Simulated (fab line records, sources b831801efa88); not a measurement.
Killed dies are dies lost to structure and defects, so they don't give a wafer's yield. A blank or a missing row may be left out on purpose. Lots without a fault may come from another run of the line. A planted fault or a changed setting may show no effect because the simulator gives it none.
fab line records | flow sfq_line
record lots=6 wafers=17 last_day=88
route steps=325 shown JJ@189 M5@198
lots that met no fault: from a run of the same line without faults
start_h: hours from the record's first day to the start of the lot's first wafer shown | wait_h: hours since the lot's step before | " the same as in the row above | L1.1+2: a row that stands for several wafers | - no value, or no start given | * or withheld: withheld | < > ~ a bound
route shown NAME@n: a module of which the file shows steps, and the number in the route of the first | usual: mean/standard deviation of fault-free wafers | same: alike in all rows | chamber/n: place in a boat | sites: the reading at each site | _std_site: their standard deviation | _edge_site: outer sites' mean less inner sites' | radius_mm: how far each site lies from the wafer's centre | mask NAME#n: copy n | behind: the tool/chamber that last shaped the wafer | hold: why the lot was held/for how many hours/how that ended | device: the transistor (n, p or np) that didn't switch | end of line: the same wafers' tests at the end of the route | a step without rows: its recipe alone | killed: dies lost to structure and defects at the first sort, not the wafer's yield | map: a wafer's dies, x killed, . not, _ none there
set.NAME: the setting as run; set.NAME@STEP: as run at that earlier step | model.NAME: the simulator's own value behind a step, which no gauge read
lots at some steps of the route; a table a step, a row a wafer
services: from which hour (start_h, from the record's first day; less than 0 if before it) a tool's chamber was out of use, for how many hours, and why
## steps
# step SFQ_TRILAYER_JJ_CE_LITHO_PEB_117
# recipe peb_temp_c=115 peb_time_s=60 resist=KrF
# step SFQ_TRILAYER_JJ_CE_LITHO_DEVELOP_116
# recipe time_s=60 resist=KrF
# step SFQ_JJ_OVL_MEAS_931
# usual J5_OVL=1/5.6
# columns lot.wafer tool chamber start_h wait_h J5_OVL[nm]
L128.1 overlay-01 - 1317.64 0.1 6
L128.3 " - " " 10
L128.4 " - " " 8
L129.1 overlay-01 - 1318.84 0.1 2
L129.3 " - " " -4
L129.4 " - " " 5
L133.1 overlay-01 - 1323.64 0.1 -1
L133.2 " - " " 0
L133.3 " - " " 4
L134.2 overlay-01 - 1324.84 0.1 2
L134.3 " - " " -3
L146.2 overlay-02 - 1411.73 0.1 0
L146.4 " - " " -6
L146.5 " - " " -4
L147.1 overlay-01 - 1419.17 0.1 9
L147.3 " - " " 8
L147.4 " - " " -4
# step SFQ_TRILAYER_JJ_CE_METRO_MEASURE_117
# usual cd_nm=699.7/1.4
# columns lot.wafer tool chamber start_h wait_h cd_nm
L128.1 cd_sem-01 - 1317.67 0.0 697.9
L128.3 " - " " 697.0
L128.4 " - " " 698.0
L129.1 cd_sem-01 - 1318.87 0.0 701.0
L129.3 " - " " 701.5
L129.4 " - " " 702.2
L133.1 cd_sem-01 - 1323.67 0.0 698.4
L133.2 " - " " 699.3
L133.3 " - " " 699.1
L134.2 cd_sem-02 - 1325.07 0.2 699.7
L134.3 " - " " 701.5
L146.2 cd_sem-02 - 1411.96 0.2 700.5
L146.4 " - " " 699.6
L146.5 " - " " 700.1
L147.1 cd_sem-01 - 1419.21 0.0 700.4
L147.3 " - " " 699.9
L147.4 " - " " 699.0
# step SFQ_TRILAYER_JJ_CE_BARC_OPEN_RIE_150
# recipe mask_material=PR chemistry=O2 target_depth_nm=240 target=BARC icp_w=600 bias_w=80 pressure_mtorr=10 time_s=80
# usual chamber_pressure_mTorr=10.001/0.0096 drypump_motor_current_A=5.8/0.35 oes_product_au=0.537/0.0048
# columns lot.wafer tool chamber start_h wait_h chamber_pressure_mTorr drypump_motor_current_A oes_product_au rf_hours_counter_h
L128.1 rie_metal-04 0 1318.87 1.0 10.000 5.8 0.530 18
L128.3 " 1 " " 9.980 6.1 0.532 -
L128.4 " 0 " " 9.983 5.8 0.550 -
L129.1 rie_metal-04 1 1320.07 1.0 9.995 6.1 0.533 130
L129.3 " 0 " " 10.002 5.8 0.533 -
L129.4 " 1 " " 9.997 6.2 0.541 -
L133.1 rie_metal-02 1 1324.87 1.0 9.991 6.3 0.541 17
L133.2 " 0 " " 9.992 5.5 0.540 103
L133.3 " 1 " " 10.007 6.3 0.537 -
L134.2 rie_metal-02 0 1326.07 0.8 10.017 5.5 0.531 103
L134.3 " 0 " " 10.002 5.5 0.539 -
L146.2 rie_metal-04 1 1412.96 0.8 10.008 6.1 0.532 3
L146.4 " 0 " " 9.992 5.8 0.539 -
L146.5 " 0 " " 9.991 5.8 0.529 -
L147.1 rie_metal-04 0 1420.41 1.0 9.992 5.8 0.544 35
L147.3 " 0 " " 10.011 5.8 0.542 -
L147.4 " 1 " " 9.988 6.2 0.537 -
# step SFQ_TRILAYER_JJ_CE_ETCH_RIE_118
# recipe target=Nb stop_on=Al2O3 mask_material=PR taper_deg=13.257 over_etch_frac=0.15 time_s=97.7 chemistry=SF6 target_depth_nm=170 icp_w=600 bias_w=80 pressure_mtorr=10
# usual chamber_pressure_mTorr=10.000/0.0085 drypump_motor_current_A=5.8/0.35 oes_product_au=0.988/0.0082
# columns lot.wafer tool chamber start_h wait_h chamber_pressure_mTorr drypump_motor_current_A oes_product_au rf_hours_counter_h
L128.1 rie_metal-04 0 1318.97 0.1 9.992 5.8 0.991 18
L128.3 " 1 " " 10.005 6.1 0.992 -
L128.4 " 0 " " 9.992 5.8 0.980 -
L129.1 rie_metal-04 1 1320.17 0.1 9.998 6.1 0.998 130
L129.3 " 0 " " 9.996 5.8 0.992 -
L129.4 " 1 " " 9.998 6.2 0.996 -
L133.1 rie_metal-02 1 1324.97 0.1 9.977 6.3 0.984 17
L133.2 " 0 " " 10.001 5.4 0.995 103
L133.3 " 1 " " 10.002 6.3 0.988 -
L134.2 rie_metal-02 0 1326.17 0.1 10.003 5.5 0.988 103
L134.3 " 0 " " 10.003 5.5 0.985 -
L146.2 rie_metal-04 1 1413.05 0.1 9.987 6.2 1.008 3
L146.4 " 0 " " 10.000 5.7 0.997 -
L146.5 " 0 " " 9.991 5.8 0.987 -
L147.1 rie_metal-04 0 1420.50 0.1 10.004 5.8 0.986 35
L147.3 " 0 " " 10.002 5.8 0.993 -
L147.4 " 1 " " 10.006 6.2 0.994 -
# step SFQ_TRILAYER_JJ_ANODIZE_ANODIZE_119
# recipe current_density_ma_cm2=withheld end_current_density_ma_cm2=withheld bath_temp_c=withheld
# step SFQ_TRILAYER_JJ_CE_STRIP_STRIP_120
# recipe gas=O2 power_w=200 platen_temp_c=40 overash_fraction=0.65 chemistry=O2 pressure_mtorr=50
# usual chamber_pressure_mTorr=50.00/0.045 drypump_motor_current_A=5.8/0.35 oes_product_au=1.001/0.0098 platen_temp_c=40.02/0.12
# columns lot.wafer tool chamber start_h wait_h chamber_pressure_mTorr drypump_motor_current_A oes_product_au platen_temp_c rf_hours_counter_h
L128.1 rie_metal-01 0 1319.57 0.0 49.96 5.5 0.993 40.03 49
L128.3 " 1 " " 49.97 5.4 0.995 39.77 -
L128.4 " 0 " " 49.97 5.5 1.008 39.98 -
L129.1 rie_metal-01 1 1320.77 0.0 49.93 5.5 0.987 40.15 27
L129.3 " 1 " " 50.02 5.5 1.002 40.09 -
L129.4 " 0 " " 49.93 5.5 0.995 40.18 -
L133.1 rie_metal-04 1 1325.57 0.0 50.00 6.2 1.004 40.06 132
L133.2 " 0 " " 50.04 5.8 1.001 39.86 19
L133.3 " 1 " " 49.98 6.2 1.003 40.05 -
L134.2 rie_metal-01 1 1326.77 0.0 50.06 5.4 0.991 40.00 29
L134.3 " 0 " " 49.97 5.5 1.000 39.93 -
L146.2 rie_metal-01 0 1413.70 0.0 50.04 5.5 0.986 39.85 63
L146.4 " 1 " " 49.95 5.4 0.995 40.02 -
L146.5 " 1 " " 50.07 5.5 1.011 40.16 -
L147.1 rie_metal-02 1 1421.11 0.0 50.01 6.3 1.010 40.01 29
L147.3 " 1 " " 50.06 6.3 1.014 39.99 -
L147.4 " 0 " " 49.98 5.5 1.002 40.17 -
# step SFQ_TRILAYER_JJ_CE_STRIP_SOLV_CLEAN_121
# recipe chemistry=NMP temp_c=70 time_s=600
# step SFQ_TRILAYER_M5_LITHO_COAT_128
# recipe resist=BARC spin_rpm=3000 resist_thk_nm=62
# step SFQ_TRILAYER_M5_LITHO_COAT_123
# recipe resist=KrF spin_rpm=3000 resist_thk_nm=600
# step SFQ_TRILAYER_M5_LITHO_SOFTBAKE_127
# recipe temp_c=withheld time_s=withheld resist=KrF
# step SFQ_TRILAYER_M5_LITHO_EXPOSE_124
# recipe mask_id=M5 na=0.6 source_shape=conventional sigma_outer=0.65 target_cd_nm=700 dose_mj=14.4
# columns lot.wafer tool chamber start_h wait_h mask
L128.1+3+4 krf_scanner-01 0 1427.35 - M5#0
L129.1+3+4 krf_scanner-01 0 1429.75 - M5#0
L133.1+2+3 krf_scanner-01 0 1440.55 - M5#0
L134.2+3 krf_scanner-01 0 1443.15 - M5#0
L146.2+4+5 krf_scanner-02 0 1540.82 - M5#0
L147.1+3+4 krf_scanner-02 0 1546.62 - M5#0
# step SFQ_TRILAYER_M5_LITHO_PEB_126
# recipe peb_temp_c=115 peb_time_s=60 resist=KrF
# step SFQ_TRILAYER_M5_LITHO_DEVELOP_125
# recipe time_s=60 resist=KrF
# step SFQ_M5_OVL_MEAS_932
# usual M5_OVL=0/5.3
# columns lot.wafer tool chamber start_h wait_h M5_OVL[nm]
L128.1 overlay-02 - 1428.85 0.1 -9
L128.3 " - " " -5
L128.4 " - " " -6
L129.1 overlay-01 - 1431.25 0.1 -5
L129.3 " - " " -3
L129.4 " - " " -6
L133.1 overlay-02 - 1442.05 0.1 1
L133.2 " - " " 1
L133.3 " - " " 3
L134.2 overlay-01 - 1444.46 0.1 1
L134.3 " - " " -8
L146.2 overlay-02 - 1542.12 0.1 3
L146.4 " - " " -1
L146.5 " - " " 2
L147.1 overlay-01 - 1548.12 0.1 2
L147.3 " - " " -3
L147.4 " - " " -6
# step SFQ_TRILAYER_M5_BARC_OPEN_METAL_ETCH_161
# recipe mask_material=PR chemistry=O2 target_depth_nm=125 target=BARC icp_w=600 bias_w=80 pressure_mtorr=10 time_s=41.7
# usual chamber_pressure_mTorr=10.000/0.0088 drypump_motor_current_A=5.8/0.34 oes_product_au=0.685/0.0046
# columns lot.wafer tool chamber start_h wait_h chamber_pressure_mTorr drypump_motor_current_A oes_product_au rf_hours_counter_h model.M5.cd_nm
L128.1 rie_metal-02 0 1428.89 0.0 10.011 5.5 0.687 115 700.3
L128.3 " 1 " " 9.997 6.3 0.683 - 700.3
L128.4 " 0 " " 10.007 5.5 0.677 - 699.2
L129.1 rie_metal-03 1 1431.29 0.0 10.001 5.7 0.680 10 702.7
L129.3 " 0 " " 10.010 5.9 0.685 - 701.1
L129.4 " 1 " " 10.016 5.8 0.689 - 701.5
L133.1 rie_metal-03 1 1442.09 0.0 10.010 5.7 0.682 12 700.4
L133.2 " 0 " " 9.992 5.9 0.688 47 698.8
L133.3 " 0 " " 10.004 5.9 0.681 - 694.3
L134.2 rie_metal-02 1 1444.49 0.0 10.005 6.3 0.681 32 698.3
L134.3 " 0 " " 10.006 5.5 0.680 - 694
L146.2 rie_metal-02 1 1542.15 0.0 10.002 6.3 0.691 48 698.8
L146.4 " 1 " " 10.001 6.3 0.689 - 699.3
L146.5 " 0 " " 10.005 5.5 0.682 - 699.3
L147.1 rie_metal-02 1 1548.15 0.0 10.007 6.3 0.686 48 699.1
L147.3 " 1 " " 10.006 6.3 0.684 - 698.7
L147.4 " 0 " " 10.000 5.5 0.682 - 698.3
# step SFQ_TRILAYER_M5_ETCH_METAL_ETCH_126
# recipe target=Nb stop_on=SiO2 mask_material=PR over_etch_frac=0.15 time_s=203.2 chemistry=Cl2/BCl3 target_depth_nm=265 icp_w=600 bias_w=80 pressure_mtorr=10
# usual chamber_pressure_mTorr=10.000/0.01 drypump_motor_current_A=5.8/0.34 oes_product_au=0.728/0.0057
# columns lot.wafer tool chamber start_h wait_h chamber_pressure_mTorr drypump_motor_current_A oes_product_au rf_hours_counter_h model.M5.cd_nm
L128.1 rie_metal-02 0 1428.94 0.0 10.006 5.4 0.714 115 698.2
L128.3 " 1 " " 9.993 6.3 0.733 - 698.2
L128.4 " 0 " " 10.027 5.5 0.740 - 698.3
L129.1 rie_metal-03 1 1431.34 0.0 9.990 5.7 0.721 10 702.5
L129.3 " 0 " " 10.005 5.9 0.733 - 700.6
L129.4 " 1 " " 9.992 5.7 0.717 - 701.4
L133.1 rie_metal-03 1 1442.14 0.0 10.023 5.8 0.731 12 700.4
L133.2 " 0 " " 10.008 5.9 0.731 47 698.3
L133.3 " 0 " " 9.996 5.9 0.732 - 693.7
L134.2 rie_metal-02 1 1444.54 0.0 9.982 6.3 0.728 32 694.9
L134.3 " 0 " " 9.998 5.5 0.732 - 693.3
L146.2 rie_metal-02 1 1542.21 0.0 10.003 6.3 0.724 48 696.6
L146.4 " 1 " " 10.003 6.3 0.725 - 697.4
L146.5 " 0 " " 10.002 5.5 0.727 - 698.7
L147.1 rie_metal-02 1 1548.21 0.0 9.996 6.3 0.727 49 699.2
L147.3 " 1 " " 10.018 6.3 0.731 - 697.8
L147.4 " 0 " " 10.010 5.5 0.734 - 699.1
# step SFQ_TRILAYER_M5_STRIP_STRIP_127
# recipe gas=O2 power_w=200 platen_temp_c=40 overash_fraction=0.65 chemistry=O2 pressure_mtorr=50
# usual chamber_pressure_mTorr=50.00/0.049 drypump_motor_current_A=5.8/0.34 oes_product_au=1.004/0.0089 platen_temp_c=40.01/0.11
# columns lot.wafer tool chamber start_h wait_h chamber_pressure_mTorr drypump_motor_current_A oes_product_au platen_temp_c rf_hours_counter_h
L128.1 rie_metal-02 0 1429.14 0.1 49.97 5.5 1.003 40.15 116
L128.3 " 1 " " 49.97 6.3 1.006 40.11 -
L128.4 " 0 " " 50.05 5.5 0.999 40.24 -
L129.1 rie_metal-03 1 1431.54 0.1 50.03 5.7 0.996 39.93 10
L129.3 " 0 " " 50.03 5.9 1.005 40.13 -
L129.4 " 1 " " 49.99 5.7 0.993 40.25 -
L133.1 rie_metal-03 1 1442.34 0.1 50.06 5.7 1.003 39.87 12
L133.2 " 0 " " 49.92 5.9 1.004 40.08 47
L133.3 " 0 " " 50.03 5.9 1.005 39.97 -
L134.2 rie_metal-02 1 1444.74 0.1 49.99 6.3 1.013 39.87 33
L134.3 " 0 " " 49.97 5.5 0.999 39.92 -
L146.2 rie_metal-02 1 1542.41 0.1 50.02 6.3 1.013 40.09 48
L146.4 " 1 " " 49.97 6.3 1.027 39.98 -
L146.5 " 0 " " 49.95 5.5 0.983 40.05 -
L147.1 rie_metal-02 1 1548.41 0.1 50.03 6.3 1.003 39.97 49
L147.3 " 1 " " 50.00 6.3 1.010 39.72 -
L147.4 " 0 " " 49.96 5.4 0.989 40.12 -
## services
# columns tool chamber start_h hours kind
rie_metal-04 - 1306.57 0.8 repair
krf_scanner-01 - 1315.04 0.3 repair
cd_sem-01 - 1327.27 0.5 pm
rie_metal-03 - 1332.52 0.1 repair
krf_scanner-02 - 1338.13 1.3 pm
krf_scanner-02 - 1339.02 1.2 repair
krf_scanner-02 - 1341.37 1.0 pm
cd_sem-01 - 1342.55 0.3 pm
krf_scanner-01 - 1364.66 1.0 pm
rie_metal-01 - 1368.10 0.5 repair
cd_sem-01 - 1374.27 0.3 pm
rie_metal-04 1 1376.83 8.4 repair
krf_scanner-02 - 1378.97 15.2 repair
krf_scanner-01 - 1397.10 1.3 pm
krf_scanner-02 - 1411.62 4.0 pm
cd_sem-01 - 1412.51 0.7 pm
krf_scanner-02 - 1426.69 0.8 pm
krf_scanner-01 - 1445.35 0.8 pm
rie_metal-04 - 1447.71 1.4 pm
krf_scanner-01 - 1450.11 0.8 repair
krf_scanner-02 - 1509.63 1.0 pm
cd_sem-01 - 1511.19 1.3 pm
krf_scanner-02 - 1514.23 1.3 pm
krf_scanner-01 - 1533.29 1.0 pm
## key
first_sign none at tools or gauges
model_effect step=SFQ_TRILAYER_M5_BARC_OPEN_METAL_ETCH_161 value=M5.cd_nm without=699.4 struck=694.1
model_effect step=SFQ_TRILAYER_M5_ETCH_METAL_ETCH_126 value=M5.cd_nm without=698.8 struck=693.5
met_at SFQ_TRILAYER_M5_LITHO_EXPOSE_124
struck_wafers L133.3,L134.3
onset_between 1429.75 1440.55
fault kind=process_parameter_drift tool=krf_scanner-01 chamber=- onset_h=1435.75 steps=SFQ_TRILAYER_M5_LITHO_EXPOSE_124 channel=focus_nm offset=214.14 shape=step end_h=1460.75 scope=struck_wafers_only
